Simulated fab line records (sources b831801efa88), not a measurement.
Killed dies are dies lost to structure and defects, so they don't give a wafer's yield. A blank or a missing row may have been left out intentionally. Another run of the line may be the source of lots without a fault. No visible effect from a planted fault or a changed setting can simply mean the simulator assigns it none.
fab line records | flow sky130
record: lots: 7 wafers: 19 last_day: 50
route steps=708 shown VT_ADJUST_LVTN@111 VT_ADJUST_NCORE@119 PAD_OPEN@708
lots that met no fault: taken from a fault-free run of the same line
start_h: start of the lot's first displayed wafer, in hours after the record's first day | wait_h: time in hours since the lot's previous step | " repeats the value in the row above | L1.1+2: several wafers, shown together as one row | - no value, or no start was given | * or withheld: withheld | < > ~ a bound
route shown NAME@n: names a module that has steps shown in the file, with the first one's number in the route | usual: mean and standard deviation over wafers with no fault | same: alike in all rows | chamber/n: place in a boat | sites: readings site by site | _std_site: the standard deviation of these | _edge_site: inner sites' mean taken away from outer sites' mean | radius_mm: for every site, how far away it sits from the centre of the wafer | mask NAME#n: copy n | behind: the tool/chamber that last shaped the wafer | hold: why the lot went on hold/how many hours it stayed there/how the hold came to an end | device: the transistor (n, p or np) that didn't switch | end of line: the route-end tests of the same wafers | a step without rows: its recipe alone | killed: count of dies lost to structure and defects at first sort (not the wafer's yield) | map: dies across one wafer; x = killed, . = not, _ = none there
set.NAME: the run value of the setting; set.NAME@STEP: its run value at that earlier step | model.NAME: the simulator's own value behind a step, which no gauge read
lots at some steps of the route; a table a step, a row a wafer
services: the hour from which a tool's chamber was out of use, counted from the record's first day as start_h (under 0 if before that day), plus the number of hours and why
== steps ==
step: SKY_VT_ADJUST_LVTN_SOFTBAKE_14
recipe: temp_c: 90 time_s: 60 resist: NOVOLAK
step: SKY_VT_ADJUST_LVTN_EXPOSE_15
recipe: mask_id: HVN_STD_DERIVED na: 0.6 source_shape: conventional sigma_outer: 0.6 polarization: unpolarized target_cd_nm: 600 dose_mj: 163
step: SKY_VT_ADJUST_LVTN_PEB_16
recipe: temp_c: withheld time_s: * resist: NOVOLAK
step: SKY_VT_ADJUST_LVTN_DEVELOP_17
recipe: resist: NOVOLAK developer: TMAH develop_time_s: 60 dev_temp_c: 23
step: SKY_VT_ADJUST_LVTN_OVL_MEAS_18
usual: VT_ADJUST_LVTN_01_OVL: -0.8/1.5
columns lot.wafer tool chamber start_h wait_h VT_ADJUST_LVTN_01_OVL[nm]
L381.1 overlay-01 - 156.04 0.1 0.3
L381.3 " - " " 0.8
L381.5 " - " " -0.2
L383.1 overlay-01 - 166.38 0.1 -0.4
L383.2 " - " " -2.1
L383.6 " - " " -0.6
L384.2 overlay-02 - 172.69 0.1 -1.2
L384.5 " - " " -2.4
L384.6 " - " " -3.0
L386.1 overlay-02 - 186.34 0.1 0.2
L386.3 " - " " -0.2
L387.4 overlay-01 - 194.76 0.1 0.3
L387.5 " - " " -0.7
L398.2 overlay-01 - 293.39 0.1 1.4
L398.3 " - " " 2.1
L398.4 " - " " -0.4
L399.1 overlay-02 - 304.73 0.1 0.5
L399.5 " - " " 0.6
L399.6 " - " " 1.4
step: SKY_VT_ADJUST_LVTN_IMPLANT_19
recipe: species: B energy_kev: 30 dose_cm2: 6.5e+11 tilt_deg: withheld
step: SKY_VT_ADJUST_LVTN_STRIP_20
recipe: chemistry: O2/N2 power_w: 1400 pressure_mtorr: 1500 platen_temp_c: withheld o2_flow_sccm: 3000 n2_flow_sccm: 300 overash_fraction: 0.5
usual: drypump_motor_current_A: 5.8/0.42 oes_product_au: 0.716/0.0049 strip_time_to_endpoint_s: 14.17/0.043
columns lot.wafer tool chamber start_h wait_h drypump_motor_current_A oes_product_au rf_hours_counter_h strip_time_to_endpoint_s
L381.1 plasma_asher-04 1 156.23 0.1 5.7 0.713 48 14.15
L381.3 " 0 " " 5.8 0.726 - 14.13
L381.5 " 1 " " 5.7 0.710 - 14.17
L383.1 plasma_asher-04 0 166.57 0.1 5.8 0.710 49 14.18
L383.2 " 1 " " 5.7 0.709 49 14.19
L383.6 " 0 " " 5.8 0.718 - 14.20
L384.2 plasma_asher-01 0 172.87 0.1 5.6 0.722 47 14.19
L384.5 " 0 " " 5.6 0.709 - 14.24
L384.6 " 1 " " 6.6 0.719 - 14.22
L386.1 plasma_asher-01 1 186.53 0.1 6.6 0.713 49 14.19
L386.3 " 0 " " 5.6 0.711 - 14.23
L387.4 plasma_asher-01 1 194.96 0.1 6.6 0.716 - 14.12
L387.5 " 0 " " 5.6 0.709 - 14.14
L398.2 plasma_asher-04 1 293.57 0.1 5.7 0.711 61 14.21
L398.3 " 1 " " 5.8 0.712 - 14.19
L398.4 " 0 " " 5.8 0.713 - 14.19
L399.1 plasma_asher-03 0 304.92 0.1 5.2 0.719 17 14.16
L399.5 " 0 " " 5.2 0.714 - 14.14
L399.6 " 1 " " 5.5 0.712 - 14.13
step: SKY_VT_ADJUST_LVTN_TW_MEAS_21
usual: VT_ADJUST_LVTN_2_TW: 187.3/1.1
columns lot.wafer tool chamber start_h wait_h VT_ADJUST_LVTN_2_TW
L381.1 film_metro-01 - 156.33 0.1 187.3
L381.3 " - " " 186.3
L381.5 " - " " 187.2
L383.1 film_metro-04 - 166.67 0.1 187.0
L383.2 " - " " 186.6
L383.6 " - " " 185.7
L384.2 film_metro-03 - 172.98 0.1 187.3
L384.5 " - " " 187.2
L384.6 " - " " 186.9
L386.1 film_metro-01 - 186.63 0.1 188.2
L386.3 " - " " 189.2
L387.4 film_metro-01 - 195.06 0.1 186.2
L387.5 " - " " 186.0
L398.2 film_metro-04 - 293.68 0.1 188.7
L398.3 " - " " 187.0
L398.4 " - " " 188.0
L399.1 film_metro-03 - 305.02 0.1 186.3
L399.5 " - " " 184.8
L399.6 " - " " 185.8
step: SKY_VT_ADJUST_NCORE_DEHYDRATE_00
recipe: temp_c: 200 time_s: 60
step: SKY_VT_ADJUST_NCORE_HMDS_01
recipe: prime_time_s: 60 prime_temp_c: 120
step: SKY_VT_ADJUST_NCORE_COAT_02
recipe: resist: NOVOLAK spin_rpm: 3000 resist_thk_nm: 1140
step: SKY_VT_ADJUST_NCORE_SOFTBAKE_03
recipe: temp_c: 90 time_s: 60 resist: NOVOLAK
step: SKY_VT_ADJUST_NCORE_EXPOSE_04
recipe: mask_id: LVTN_COMPLEMENT_THIN na: 0.6 source_shape: conventional sigma_outer: 0.6 polarization: unpolarized target_cd_nm: 380 dose_mj: 139
usual: exposure_dose_mJ_cm2: 138.99/0.16
columns lot.wafer tool chamber start_h wait_h mask exposure_dose_mJ_cm2
L381.1 iline_stepper-01 0 165.36 - LVTN_COMPLEMENT_THIN#0 138.55
L381.3 " 0 " " LVTN_COMPLEMENT_THIN#0 138.73
L381.5 " 0 " " LVTN_COMPLEMENT_THIN#0 138.68
L383.1 iline_stepper-01 0 176.39 - LVTN_COMPLEMENT_THIN#0 139.09
L383.2 " 0 " " LVTN_COMPLEMENT_THIN#0 139.21
L383.6 " 0 " " LVTN_COMPLEMENT_THIN#0 138.81
L384.2 iline_stepper-01 0 182.59 - LVTN_COMPLEMENT_THIN#0 138.80
L384.5 " 0 " " LVTN_COMPLEMENT_THIN#0 138.83
L384.6 " 0 " " LVTN_COMPLEMENT_THIN#0 138.99
L386.1 iline_stepper-01 0 197.86 - LVTN_COMPLEMENT_THIN#0 139.01
L386.3 " 0 " " LVTN_COMPLEMENT_THIN#0 139.14
L387.4 iline_stepper-01 0 205.43 - LVTN_COMPLEMENT_THIN#0 139.03
L387.5 " 0 " " LVTN_COMPLEMENT_THIN#0 139.06
L398.2 iline_stepper-02 0 307.87 - LVTN_COMPLEMENT_THIN#0 139.02
L398.3 " 0 " " LVTN_COMPLEMENT_THIN#0 139.10
L398.4 " 0 " " LVTN_COMPLEMENT_THIN#0 139.07
L399.1 iline_stepper-01 0 318.26 - LVTN_COMPLEMENT_THIN#0 138.79
L399.5 " 0 " " LVTN_COMPLEMENT_THIN#0 138.74
L399.6 " 0 " " LVTN_COMPLEMENT_THIN#0 138.79
step: SKY_VT_ADJUST_NCORE_PEB_05
recipe: temp_c: withheld time_s: * resist: NOVOLAK
step: SKY_VT_ADJUST_NCORE_DEVELOP_06
recipe: resist: NOVOLAK developer: TMAH develop_time_s: 60 dev_temp_c: 23
step: SKY_VT_ADJUST_NCORE_CD_MEAS_07
recipe: target_cd_nm: 380
usual: cd_nm: 379.3/2.6
columns lot.wafer tool chamber start_h wait_h cd_nm
L381.1 cd_sem-02 - 174.33 0.1 377.1
L381.3 " - " " 377.3
L381.5 " - " " 378.0
L383.1 cd_sem-01 - 186.24 0.1 382.3
L383.2 " - " " 383.4
L383.6 " - " " 382.5
L384.2 cd_sem-01 - 193.01 0.1 379.0
L384.5 " - " " 352.1
L384.6 " - " " 376.7
L386.1 cd_sem-01 - 207.83 0.1 378.5
L386.3 " - " " 351.5
L387.4 cd_sem-02 - 215.60 0.1 372.8
L387.5 " - " " 349.0
L398.2 cd_sem-01 - 320.19 0.1 376.4
L398.3 " - " " 376.7
L398.4 " - " " 375.8
L399.1 cd_sem-01 - 331.38 0.1 376.9
L399.5 " - " " 378.5
L399.6 " - " " 377.5
step: SKY_VT_ADJUST_NCORE_OVL_MEAS_08
usual: VT_ADJUST_NCORE_OVL: -0.2/1.3
columns lot.wafer tool chamber start_h wait_h VT_ADJUST_NCORE_OVL[nm]
L381.1 overlay-01 - 174.45 0.1 -1.7
L381.3 " - " " 0.3
L381.5 " - " " 0.2
L383.1 overlay-01 - 186.36 0.1 -1.1
L383.2 " - " " -1.6
L383.6 " - " " -0.4
L384.2 overlay-01 - 193.11 0.1 -2.0
L384.5 " - " " -2.1
L384.6 " - " " -1.3
L386.1 overlay-01 - 207.95 0.1 -0.6
L386.3 " - " " -0.7
L387.4 overlay-01 - 215.67 0.1 -1.1
L387.5 " - " " 0.1
L398.2 overlay-02 - 320.30 0.1 0.1
L398.3 " - " " 1.1
L398.4 " - " " 1.8
L399.1 overlay-01 - 331.50 0.1 -1.1
L399.5 " - " " -0.6
L399.6 " - " " -1.3
step: SKY_PAD_OPEN_PROBE_99
usual: killed_at_M0_to_M3: 44/7.3 killed_at_M4_up: 3.2/1.8 killed_at_contacts: 24/5.4 killed_at_front_end: 16/4.4 killed_at_other: 0.3/0.48 killed_dies: 86/9.5 killed_on_rim: 17/4 killed_open: 47/7.7 killed_short: 39/6.4
same: gross_dies: 492 killed_at_back_side: 0
columns lot.wafer tool chamber start_h wait_h killed_at_M0_to_M3 killed_at_M4_up killed_at_contacts killed_at_front_end killed_at_other killed_dies killed_on_rim killed_open killed_short
L381.1 prober-01 - 1059.75 0.1 49 4 29 10 0 92 18 48 44
L381.3 prober-01 - 1059.85 0.2 50 5 23 14 0 92 18 46 46
L381.5 prober-01 - 1059.95 0.2 48 3 26 15 0 92 18 57 35
L387.4 prober-02 - 1102.34 0.2 41 2 21 18 1 83 11 52 31
L387.5 prober-02 - 1102.39 0.2 46 1 18 21 0 86 19 45 41
killed by level:class
L381.1 CONTACT:geometric_particle:open=12 VIA2:geometric_particle:open=9 CONTACT:geometric_particle:short=9 VIA1:geometric_particle:open=8 VIA3:geometric_particle:open=7 METAL2:geometric_particle:short=6 LI_CONTACT:geometric_particle:open=4 VIA1:geometric_particle:short=4
L381.3 VIA1:geometric_particle:open=14 CONTACT:geometric_particle:open=8 METAL2:geometric_particle:short=7 VIA1:geometric_particle:short=7 LOCAL_INTERCONNECT:geometric_particle:short=6 VIA2:geometric_particle:open=6 LI_CONTACT:geometric_particle:open=5 METAL1:geometric_particle:short=5
L381.5 VIA1:geometric_particle:open=13 LI_CONTACT:geometric_particle:open=10 CONTACT:geometric_particle:open=7 VIA1:geometric_particle:short=7 VIA2:geometric_particle:open=7 METAL2:geometric_particle:short=6 FIELD_ISO:geometric_particle:open=5 VIA3:geometric_particle:open=5
L387.4 FIELD_ISO:geometric_particle:open=11 CONTACT:geometric_particle:open=10 VIA1:geometric_particle:open=9 LI_CONTACT:geometric_particle:open=6 VIA3:geometric_particle:open=4 METAL1:geometric_particle:short=4 METAL3:geometric_particle:short=4 VIA1:geometric_particle:short=4
L387.5 VIA1:geometric_particle:open=11 METAL2:geometric_particle:short=10 FIELD_ISO:geometric_particle:open=8 CONTACT:geometric_particle:open=7 METAL1:geometric_particle:short=7 LOCAL_INTERCONNECT:geometric_particle:short=6 POLY_GATE:geometric_particle:open=5 VIA2:geometric_particle:open=5
== services ==
columns tool chamber start_h hours kind
iline_stepper-02 - 138.11 1.6 repair
iline_stepper-02 - 142.89 5.6 repair
plasma_asher-04 - 161.13 4.4 repair
iline_stepper-01 - 179.33 1.7 pm
plasma_asher-01 - 206.96 1.0 repair
iline_stepper-02 - 215.07 3.0 repair
plasma_asher-01 - 218.87 2.1 repair
plasma_asher-04 - 257.49 4.1 repair
plasma_asher-03 - 287.31 7.6 repair
plasma_asher-04 - 304.95 5.3 repair
== key ==
first_sign: step: SKY_VT_ADJUST_NCORE_CD_MEAS_07 reading: cd_nm direction: down sigmas: 11 usual: 379.3 struck: 350.9
effect none on later readings
met_at SKY_VT_ADJUST_NCORE_EXPOSE_04
struck_wafers L384.5,L386.3,L387.5
tester_left_out L384,L386,L387
onset_between 176.39 182.59
fault: kind: process_parameter_drift tool: iline_stepper-01 chamber: - onset_h: 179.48 steps: SKY_VT_ADJUST_NCORE_EXPOSE_04 channel: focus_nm offset: 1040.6 shape: step end_h: 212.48 scope: struck_wafers_only
tester_left_out: of these lots the tester's yield and bins aren't shown, on N5 and GAA mostly nor the transistor test; their killed dies are dies lost to structure and defects alone, not to doping, threshold or leakage, so they don't give the yield
